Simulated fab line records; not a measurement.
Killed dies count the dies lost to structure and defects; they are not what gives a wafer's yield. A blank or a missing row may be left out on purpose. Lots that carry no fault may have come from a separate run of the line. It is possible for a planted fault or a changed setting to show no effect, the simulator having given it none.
Matching of chambers | flow sfq-line | SFQ_TRILAYER_I1_CMP_CMP_046 on cmp-01: 4 sister chambers
The step polishes SiO2. 4 wafers are shown with their chamber, then 8 later ones without.

EACH WAFER AND ITS CHAMBER
wafer  | chamber | motor-current-A (A)
L185.3 | 3       | 10.2
L189.1 | 1       | 10.9
L190.2 | 2       | 10.3
L191.1 | 0       | 8.9

WAFERS WITH NO CHAMBER GIVEN
wafer  | motor-current-A (A)
L191.5 | 10.3
L191.6 | 8.7
L199.1 | 10.7
L199.3 | 10.8
L199.4 | 9.2
L200.2 | 9.1
L200.4 | 11.0
L200.5 | 9.1

THE CHAMBER EACH PASSED THROUGH
wafer  | from the rows above          | in truth
L191.5 | can't be placed: 2 or 3      | 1
L191.6 | 0                            | 0
L199.1 | can't be placed: 1 or 2 or 3 | 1
L199.3 | 1                            | 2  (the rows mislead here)
L199.4 | 0                            | 0
L200.2 | 0                            | 0
L200.4 | 1                            | 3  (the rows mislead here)
L200.5 | 0                            | 0
4 of 8 placed correctly. From these rows, 2 cannot be placed; in 1 the true chamber is one of the candidates. Wrongly placed: 2.
How it was worked out, from the rows above alone: a wafer's distance from a chamber is the root of the sum, over the readings, of the square of ((its reading less the chamber's mean) divided by the reading's scatter). If the next closest chamber is less than 2 further off than the closest, the wafer can't be placed; otherwise it belongs to the closest. Each chamber's mean is taken over the wafers shown for it. The scatter: with one shown wafer a chamber, the root of the mean of the squares of how far each hidden wafer lies from its nearest shown one.
